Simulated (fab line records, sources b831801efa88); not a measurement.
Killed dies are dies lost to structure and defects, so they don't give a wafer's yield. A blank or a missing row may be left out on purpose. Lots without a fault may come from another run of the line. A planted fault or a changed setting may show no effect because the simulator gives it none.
fab line records | flow sky130
record lots=6 wafers=18 last_day=51
route steps=708 shown VIA2@527 METAL3@532 CAPM@537
lots that met no fault: from a run of the same line without faults
start_h: hours from the record's first day to the start of the lot's first wafer shown | wait_h: hours since the lot's step before | " the same as in the row above | L1.1+2: a row that stands for several wafers | - no value, or no start given | * or withheld: withheld | < > ~ a bound
route shown NAME@n: a module of which the file shows steps, and the number in the route of the first | usual: mean/standard deviation of fault-free wafers | same: alike in all rows | chamber/n: place in a boat | sites: the reading at each site | _std_site: their standard deviation | _edge_site: outer sites' mean less inner sites' | radius_mm: how far each site lies from the wafer's centre | mask NAME#n: copy n | behind: the tool/chamber that last shaped the wafer | hold: why the lot was held/for how many hours/how that ended | device: the transistor (n, p or np) that didn't switch | end of line: the same wafers' tests at the end of the route | a step without rows: its recipe alone | killed: dies lost to structure and defects at the first sort, not the wafer's yield | map: a wafer's dies, x killed, . not, _ none there
set.NAME: the setting as run; set.NAME@STEP: as run at that earlier step | model.NAME: the simulator's own value behind a step, which no gauge read
lots at some steps of the route; a table a step, a row a wafer
services: from which hour (start_h, from the record's first day; less than 0 if before it) a tool's chamber was out of use, for how many hours, and why
## steps
# step SKY_VIA2_SPUTTER_20
# recipe material=TiN target_thk_nm=20 chamber_pressure_pa=5 power_w=4000 time_s=80
# step SKY_VIA2_CVD_21
# recipe material=W target_thk_nm=420 time_s=126.4 temp_c=400 pressure_torr=40
# usual heater_power_w=811/33
# columns lot.wafer tool chamber start_h wait_h heater_power_w
L855.1 cvd_w-02 1 922.51 0.0 759
L855.2 " 0 " " 802
L855.4 " 1 " " 778
L861.2 cvd_w-02 1 970.39 0.0 776
L861.3 " 1 " " 768
L861.6 " 0 " " 794
L864.1 cvd_w-01 0 997.40 0.0 833
L864.4 " 1 " " 855
L864.5 " 1 " " 874
L865.4 cvd_w-02 0 998.99 0.1 809
L865.5 " 1 " " 794
L865.6 " 0 " " 797
L870.1 cvd_w-01 0 1025.96 0.0 820
L870.2 " 1 " " 858
L870.3 " 0 " " 814
L871.2 cvd_w-02 0 1031.56 0.1 798
L871.3 " 0 " " 809
L871.5 " 0 " " 792
# step SKY_VIA2_RS_MEAS_22
# recipe thk_meas_gauge=four-point-probe reads=W_of_VIA2_CVD_21+TiN_of_VIA2_SPUTTER_20
# usual VIA2_W_RS=0.272/0.0055
# columns lot.wafer tool chamber start_h wait_h VIA2_W_RS[ohm/sq]
L855.1 film_metro-01 - 922.64 0.1 0.264
L855.2 " - " " 0.273
L855.4 " - " " 0.265
L861.2 film_metro-02 - 970.54 0.1 0.266
L861.3 " - " " 0.264
L861.6 " - " " 0.278
L864.1 film_metro-02 - 997.53 0.1 0.269
L864.4 " - " " 0.274
L864.5 " - " " 0.271
L865.4 film_metro-01 - 999.14 0.1 0.276
L865.5 " - " " 0.266
L865.6 " - " " 0.279
L870.1 film_metro-01 - 1026.09 0.1 0.273
L870.2 " - " " 0.274
L870.3 " - " " 0.275
L871.2 film_metro-03 - 1031.79 0.2 0.278
L871.3 " - " " 0.280
L871.5 " - " " 0.278
# step SKY_VIA2_THK_MEAS_23
# recipe thk_meas_gauge=xrf reads=W_of_VIA2_CVD_21
# usual VIA2_W_THK=408/9.1
# columns lot.wafer tool chamber start_h wait_h VIA2_W_THK[nm]
L855.1 film_metro-01 - 922.76 0.1 419
L855.2 " - " " 407
L855.4 " - " " 416
L861.2 film_metro-02 - 970.65 0.1 422
L861.3 " - " " 422
L861.6 " - " " 406
L864.1 film_metro-02 - 997.65 0.1 415
L864.4 " - " " 413
L864.5 " - " " 413
L865.4 film_metro-01 - 999.23 0.1 406
L865.5 " - " " 422
L865.6 " - " " 402
L870.1 film_metro-01 - 1026.21 0.1 403
L870.2 " - " " 404
L870.3 " - " " 399
L871.2 film_metro-03 - 1031.90 0.1 397
L871.3 " - " " 396
L871.5 " - " " 399
# step SKY_VIA2_CMP_24
# recipe stop_on=SiO2 t_overpolish_s=20 down_force_psi=3.5 platen_rpm=60 target_thk_nm=0 pad_velocity_m_s=0.94248
# step SKY_METAL3_SPUTTER_00
# recipe material=Ti target_thk_nm=15 power_w=3000 time_s=10 chamber_pressure_pa=0.4
# usual cathode_dc_power_W=3000.0/0.55 chamber_pressure_pa=0.3999/0.0008 throttle_valve_pct=29.5/0.9
# columns lot.wafer tool chamber start_h wait_h cathode_dc_power_W chamber_pressure_pa throttle_valve_pct
L855.1 pvd_sputter-03 - 923.12 0.1 2999.6 0.3989 31.3
L855.2 " - " " 2999.7 0.4002 27.4
L855.4 " - " " 2999.8 0.4007 29.9
L861.2 pvd_sputter-01 - 971.00 0.1 2999.8 0.3993 31.0
L861.3 " - " " 3000.9 0.3995 28.8
L861.6 " - " " 2999.8 0.3996 28.7
L864.1 pvd_sputter-01 - 998.01 0.2 3000.0 0.4000 28.8
L864.4 " - " " 2998.2 0.4003 30.1
L864.5 " - " " 2998.8 0.3996 28.7
L865.4 pvd_sputter-03 - 999.56 0.1 3000.5 0.3999 27.8
L865.5 " - " " 2999.7 0.3986 27.8
L865.6 " - " " 3000.9 0.3981 29.7
L870.1 pvd_sputter-02 - 1026.57 0.1 2999.6 0.4004 29.4
L870.2 " - " " 2999.6 0.4003 30.2
L870.3 " - " " 3000.7 0.3995 29.4
L871.2 pvd_sputter-01 - 1032.25 0.2 3000.9 0.3989 30.9
L871.3 " - " " 3000.6 0.3996 28.9
L871.5 " - " " 2999.5 0.4001 28.7
# step SKY_METAL3_SPUTTER_01
# recipe material=TiN target_thk_nm=20 power_w=6500 time_s=16.7 chamber_pressure_pa=0.4
# usual cathode_dc_power_W=6500.1/1.4 chamber_pressure_pa=0.4001/0.00078 throttle_valve_pct=29.6/0.92
# columns lot.wafer tool chamber start_h wait_h cathode_dc_power_W chamber_pressure_pa throttle_valve_pct
L855.1 pvd_sputter-03 - 923.14 0.0 6501.7 0.3994 31.0
L855.2 " - " " 6499.6 0.3997 27.5
L855.4 " - " " 6500.9 0.3989 29.8
L861.2 pvd_sputter-01 - 971.02 0.0 6501.6 0.4001 30.7
L861.3 " - " " 6499.9 0.3996 28.5
L861.6 " - " " 6497.3 0.4001 28.8
L864.1 pvd_sputter-01 - 998.03 0.0 6500.6 0.4009 28.6
L864.4 " - " " 6499.4 0.4010 29.9
L864.5 " - " " 6500.9 0.4009 28.6
L865.4 pvd_sputter-03 - 999.58 0.0 6500.9 0.4000 27.8
L865.5 " - " " 6499.5 0.4006 27.7
L865.6 " - " " 6499.1 0.4013 30.0
L870.1 pvd_sputter-02 - 1026.59 0.0 6501.5 0.3980 29.5
L870.2 " - " " 6499.3 0.4000 30.5
L870.3 " - " " 6497.9 0.4006 29.4
L871.2 pvd_sputter-01 - 1032.27 0.0 6499.5 0.3996 30.5
L871.3 " - " " 6500.2 0.3994 28.4
L871.5 " - " " 6500.6 0.4001 28.5
# step SKY_METAL3_SPUTTER_02
# recipe material=AlCu target_thk_nm=735 power_w=10600 time_s=39.1 chamber_pressure_pa=0.4
# usual cathode_dc_power_W=10600/1.7 chamber_pressure_pa=0.4000/0.0008 throttle_valve_pct=29.6/0.92
# columns lot.wafer tool chamber start_h wait_h cathode_dc_power_W chamber_pressure_pa throttle_valve_pct
L855.1 pvd_sputter-03 - 923.17 0.0 10602 0.4000 31.3
L855.2 " - " " 10601 0.4010 27.8
L855.4 " - " " 10596 0.3997 29.8
L861.2 pvd_sputter-01 - 971.05 0.0 10600 0.4000 30.6
L861.3 " - " " 10598 0.4003 28.7
L861.6 " - " " 10597 0.3999 28.6
L864.1 pvd_sputter-01 - 998.05 0.0 10602 0.4006 28.6
L864.4 " - " " 10598 0.4008 30.2
L864.5 " - " " 10600 0.3998 28.9
L865.4 pvd_sputter-03 - 999.60 0.0 10601 0.3988 27.4
L865.5 " - " " 10600 0.4003 27.5
L865.6 " - " " 10599 0.4002 29.7
L870.1 pvd_sputter-02 - 1026.62 0.0 10601 0.3993 29.4
L870.2 " - " " 10603 0.4018 30.6
L870.3 " - " " 10596 0.4002 29.4
L871.2 pvd_sputter-01 - 1032.30 0.0 10601 0.4003 30.9
L871.3 " - " " 10602 0.4013 28.8
L871.5 " - " " 10600 0.3999 28.4
# step SKY_METAL3_SPUTTER_03
# recipe material=Ti target_thk_nm=5 power_w=3000 time_s=3.3 chamber_pressure_pa=0.4
# step SKY_METAL3_SPUTTER_04
# recipe material=TiN target_thk_nm=70 power_w=6500 time_s=58.3 chamber_pressure_pa=0.4
# usual cathode_dc_power_W=6499.9/1.1 chamber_pressure_pa=0.4000/0.00082 throttle_valve_pct=29.6/0.91
# columns lot.wafer tool chamber start_h wait_h cathode_dc_power_W chamber_pressure_pa throttle_valve_pct
L855.1 pvd_sputter-03 - 923.23 0.0 6500.5 0.3997 30.9
L855.2 " - " " 6502.0 0.3990 27.6
L855.4 " - " " 6498.1 0.3995 30.0
L861.2 pvd_sputter-01 - 971.10 0.0 6497.3 0.4009 30.8
L861.3 " - " " 6497.7 0.3996 28.6
L861.6 " - " " 6498.9 0.4002 29.1
L864.1 pvd_sputter-01 - 998.11 0.0 6500.3 0.4005 28.8
L864.4 " - " " 6499.4 0.3981 30.0
L864.5 " - " " 6500.9 0.3998 28.7
L865.4 pvd_sputter-03 - 999.66 0.0 6499.4 0.3996 27.8
L865.5 " - " " 6501.7 0.3998 27.4
L865.6 " - " " 6499.2 0.3996 30.0
L870.1 pvd_sputter-02 - 1026.68 0.0 6498.8 0.3997 29.4
L870.2 " - " " 6497.4 0.3992 30.5
L870.3 " - " " 6501.6 0.3996 29.7
L871.2 pvd_sputter-01 - 1032.36 0.0 6501.4 0.4011 30.9
L871.3 " - " " 6498.8 0.4000 28.7
L871.5 " - " " 6502.0 0.3995 28.7
# step SKY_CAPM_CVD_00
# recipe material=SiO2 target_thk_nm=15.5 temp_c=400 time_s=withheld rf_w=450
# step SKY_CAPM_THK_MEAS_01
# recipe reads=SiO2_of_CAPM_CVD_00
# usual CAPM_CVD_00_THK=15.50/0.22
# columns lot.wafer tool chamber start_h wait_h CAPM_CVD_00_THK[nm]
L855.1 film_metro-04 - 923.30 - 15.30
L855.2 " - " " 15.39
L855.4 " - " " 15.58
L861.2 film_metro-01 - 971.19 - 15.07
L861.3 " - " " 15.00
L861.6 " - " " 15.53
L864.1 film_metro-03 - 998.18 - 15.53
L864.4 " - " " 15.67
L864.5 " - " " 15.50
L865.4 film_metro-04 - 999.76 - 15.57
L865.5 " - " " 15.60
L865.6 " - " " 15.90
L870.1 film_metro-04 - 1026.75 - 15.42
L870.2 " - " " 15.70
L870.3 " - " " 15.18
L871.2 film_metro-04 - 1032.44 - 15.09
L871.3 " - " " 15.11
L871.5 " - " " 15.30
# step SKY_CAPM_SPUTTER_02
# recipe material=TiN target_thk_nm=200 temp_c=300 power_w=6500 time_s=166.7 chamber_pressure_pa=0.4
# usual cathode_dc_power_W=6500.0/1.1 chamber_pressure_pa=0.4001/0.0008 throttle_valve_pct=29.7/1.1
# columns lot.wafer tool chamber start_h wait_h cathode_dc_power_W chamber_pressure_pa throttle_valve_pct
L855.1 pvd_sputter-04 - 923.36 0.1 6499.1 0.3987 30.4
L855.2 " - " " 6499.1 0.3997 28.7
L855.4 " - " " 6500.8 0.3999 29.9
L861.2 pvd_sputter-04 - 971.24 0.0 6501.1 0.3997 28.7
L861.3 " - " " 6501.4 0.3996 29.4
L861.6 " - " " 6501.6 0.4003 31.3
L864.1 pvd_sputter-04 - 998.24 0.1 - - -
L864.4 " - " " - - -
L864.5 " - " " - - -
L865.4 pvd_sputter-04 - 999.79 0.0 - - -
L865.5 " - " " - - -
L865.6 " - " " - - -
L870.1 pvd_sputter-03 - 1026.81 0.1 6502.0 0.4019 31.2
L870.2 " - " " 6500.1 0.3998 27.8
L870.3 " - " " 6501.0 0.4009 28.6
L871.2 pvd_sputter-03 - 1032.49 0.0 6498.2 0.4015 27.8
L871.3 " - " " 6499.2 0.3995 31.4
L871.5 " - " " 6501.6 0.3994 28.9
# step SKY_CAPM_RS_MEAS_03
# recipe thk_meas_gauge=four-point-probe reads=TiN_of_CAPM_SPUTTER_02
# usual CAPM_TIN_RS=6.91/0.079
# columns lot.wafer tool chamber start_h wait_h CAPM_TIN_RS[ohm/sq]
L855.1 film_metro-04 - 923.47 0.1 6.86
L855.2 " - " " 6.95
L855.4 " - " " 6.90
L861.2 film_metro-04 - 971.36 0.1 6.95
L861.3 " - " " 6.87
L861.6 " - " " 6.96
L864.1 film_metro-01 - 998.35 0.1 -
L864.4 " - " " -
L864.5 " - " " -
L865.4 film_metro-04 - 999.96 0.1 -
L865.5 " - " " -
L865.6 " - " " -
L870.1 film_metro-01 - 1026.92 0.1 6.84
L870.2 " - " " 6.80
L870.3 " - " " 6.96
L871.2 film_metro-03 - 1032.62 0.1 6.90
L871.3 " - " " 6.86
L871.5 " - " " 6.99
# step SKY_CAPM_THK_MEAS_04
# recipe thk_meas_gauge=xrf reads=TiN_of_CAPM_SPUTTER_02
# usual CAPM_TIN_THK=201.1/2.4
# columns lot.wafer tool chamber start_h wait_h CAPM_TIN_THK[nm]
L855.1 film_metro-04 - 923.59 0.1 204.2
L855.2 " - " " 200.7
L855.4 " - " " 201.9
L861.2 film_metro-04 - 971.47 0.1 202.3
L861.3 " - " " 204.8
L861.6 " - " " 202.2
L864.1 film_metro-01 - 998.47 0.1 <0.0
L864.4 " - " " <0.0
L864.5 " - " " <0.0
L865.4 film_metro-04 - 1000.05 0.1 <0.0
L865.5 " - " " <0.0
L865.6 " - " " <0.0
L870.1 film_metro-01 - 1027.04 0.1 201.1
L870.2 " - " " 202.5
L870.3 " - " " 198.3
L871.2 film_metro-03 - 1032.73 0.1 201.2
L871.3 " - " " 201.8
L871.5 " - " " 198.0
# step SKY_CAPM_DEHYDRATE_05
# recipe temp_c=200 time_s=60
# step SKY_CAPM_HMDS_06
# recipe prime_time_s=60 prime_temp_c=120
# step SKY_CAPM_COAT_07
# recipe resist=NOVOLAK spin_rpm=3000 resist_thk_nm=1140
# step SKY_CAPM_SOFTBAKE_08
# recipe temp_c=90 time_s=60 resist=NOVOLAK
# step SKY_CAPM_EXPOSE_09
# recipe mask_id=CAPM na=0.6 source_shape=conventional sigma_outer=0.6 polarization=unpolarized target_cd_nm=1000 dose_mj=159
# step SKY_CAPM_PEB_10
# recipe temp_c=withheld time_s=* resist=NOVOLAK
# step SKY_CAPM_DEVELOP_11
# recipe resist=NOVOLAK developer=TMAH develop_time_s=60 dev_temp_c=23
# step SKY_CAPM_OVL_MEAS_12
# usual CAPM_OVL=-0.8/1.8
# columns lot.wafer tool chamber start_h wait_h CAPM_OVL[nm]
L855.1 overlay-02 - 948.81 0.1 -0.9
L855.2 " - " " -1.5
L855.4 " - " " 0.7
L861.2 overlay-01 - 995.37 0.1 -0.8
L861.3 " - " " 2.2
L861.6 " - " " 0.6
L864.1 overlay-02 - 1021.90 0.1 1.2
L864.4 " - " " -2.4
L864.5 " - " " -0.6
L865.4 overlay-02 - 1023.12 0.1 0.8
L865.5 " - " " -2.0
L865.6 " - " " -2.8
L870.1 overlay-02 - 1049.94 0.1 0.6
L870.2 " - " " 0.6
L870.3 " - " " -1.9
L871.2 overlay-02 - 1056.00 0.1 -1.3
L871.3 " - " " -3.2
L871.5 " - " " -3.2
# step SKY_CAPM_METAL_ETCH_13
# recipe target_depth_nm=220 stop_on=SiO2 chemistry=Cl2/BCl3 target=TiN pressure_mtorr=10 icp_w=900 bias_w=48.5 Cl2_flow_sccm=60 bcl3_flow_sccm=30 time_s=62.9
# usual drypump_motor_current_A=5.5/0.53 mfc_cl2_sccm=60.03/0.17 oes_product_au=0.941/0.0074 throttle_valve_pct=21.902/0.01
# columns lot.wafer tool chamber start_h wait_h drypump_motor_current_A mfc_cl2_sccm oes_product_au rf_hours_counter_h throttle_valve_pct
L855.1 rie_metal-01 0 948.85 0.0 5.4 60.10 0.945 16 21.900
L855.2 " 1 " " 5.9 59.85 0.939 13 21.912
L855.4 " 0 " " 5.3 60.07 0.945 - 21.909
L861.2 rie_metal-03 1 995.40 0.0 5.1 59.84 0.934 4 21.910
L861.3 " 0 " " 5.2 59.96 0.949 - 21.910
L861.6 " 0 " " 5.2 60.23 0.943 - 21.909
L864.1 rie_metal-04 1 1021.93 0.0 6.8 59.91 0.379 20 22.267
L864.4 " 1 " " 6.8 59.91 0.369 - 22.279
L864.5 " 0 " " 6.2 59.73 0.375 - 22.276
L865.4 rie_metal-01 0 1023.16 0.0 5.3 60.04 0.378 - 22.263
L865.5 " 0 " " 5.3 60.18 0.377 - 22.282
L865.6 " 1 " " 5.9 60.04 0.376 - 22.262
L870.1 rie_metal-03 0 1049.98 0.0 5.1 60.46 0.946 16 21.900
L870.2 " 1 " " 5.1 59.66 0.953 7 21.888
L870.3 " 1 " " 5.1 59.74 0.937 - 21.893
L871.2 rie_metal-03 1 1056.03 0.0 5.1 59.99 0.950 7 21.892
L871.3 " 1 " " 5.1 60.17 0.945 - 21.901
L871.5 " 1 " " 5.1 60.07 0.934 - 21.907
# step SKY_CAPM_STRIP_14
# recipe chemistry=O2/N2 power_w=1400 pressure_mtorr=1500 platen_temp_c=withheld o2_flow_sccm=3000 n2_flow_sccm=300 overash_fraction=0.5
## services
# columns tool chamber start_h hours kind
cvd_w-01 - 904.00 14.0 pm
cvd_w-01 0 904.00 14.0 vent_cycle
cvd_w-01 1 904.00 14.0 vent_cycle
cvd_w-01 - 911.56 1.4 repair
cvd_w-01 0 918.00 - clean
cvd_w-01 1 918.00 - clean
pvd_sputter-02 3 928.43 - consumable_replace:kit
pvd_sputter-02 3 928.43 18.0 scheduled_down
pvd_sputter-02 3 928.43 18.0 vent_cycle
rie_metal-04 - 939.14 4.5 repair
pvd_sputter-01 3 971.15 - consumable_replace:kit
pvd_sputter-01 3 971.15 18.0 scheduled_down
pvd_sputter-01 3 971.15 18.0 vent_cycle
pvd_sputter-02 - 979.68 1.3 repair
cvd_w-02 - 995.91 2.8 pm
rie_metal-04 - 1013.43 2.8 pm
pvd_sputter-03 1 1021.13 - consumable_replace:kit
pvd_sputter-03 1 1021.13 18.0 scheduled_down
pvd_sputter-03 1 1021.13 18.0 vent_cycle
cvd_w-02 1 1030.10 10.0 repair
pvd_sputter-04 - 1031.10 4.0 repair
pvd_sputter-02 2 1044.40 - consumable_replace:kit
pvd_sputter-02 2 1044.40 18.0 scheduled_down
pvd_sputter-02 2 1044.40 18.0 vent_cycle
## key
first_sign step=SKY_CAPM_SPUTTER_02 reading=tool_record direction=missing
effect step=SKY_CAPM_RS_MEAS_03 reading=CAPM_TIN_RS direction=missing
effect step=SKY_CAPM_THK_MEAS_04 reading=CAPM_TIN_THK direction=down sigmas=84 usual=201.1 struck=<0.0
effect step=SKY_CAPM_METAL_ETCH_13 reading=oes_product_au direction=down sigmas=76 usual=0.941 struck=0.376
met_at SKY_CAPM_SPUTTER_02
struck_wafers L864.1,L864.4,L864.5,L865.4,L865.5,L865.6
later_rows_left_out L864.1,L864.4,L864.5,L865.4,L865.5,L865.6
sort_left_out L864.1,L864.4,L864.5,L865.4,L865.5,L865.6
onset_between 971.24 998.24
fault kind=skipped_step_whole tool=pvd_sputter-04 chamber=- onset_h=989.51 steps=SKY_CAPM_SPUTTER_02 scope=struck_lots_only
# sort_left_out: the simulated sort isn't trusted on such a fault, so these wafers' sort isn't shown, and their yield isn't known
# later_rows_left_out: the simulator's readings of these wafers behind a module that went badly wrong aren't trusted and aren't shown, but for the sort
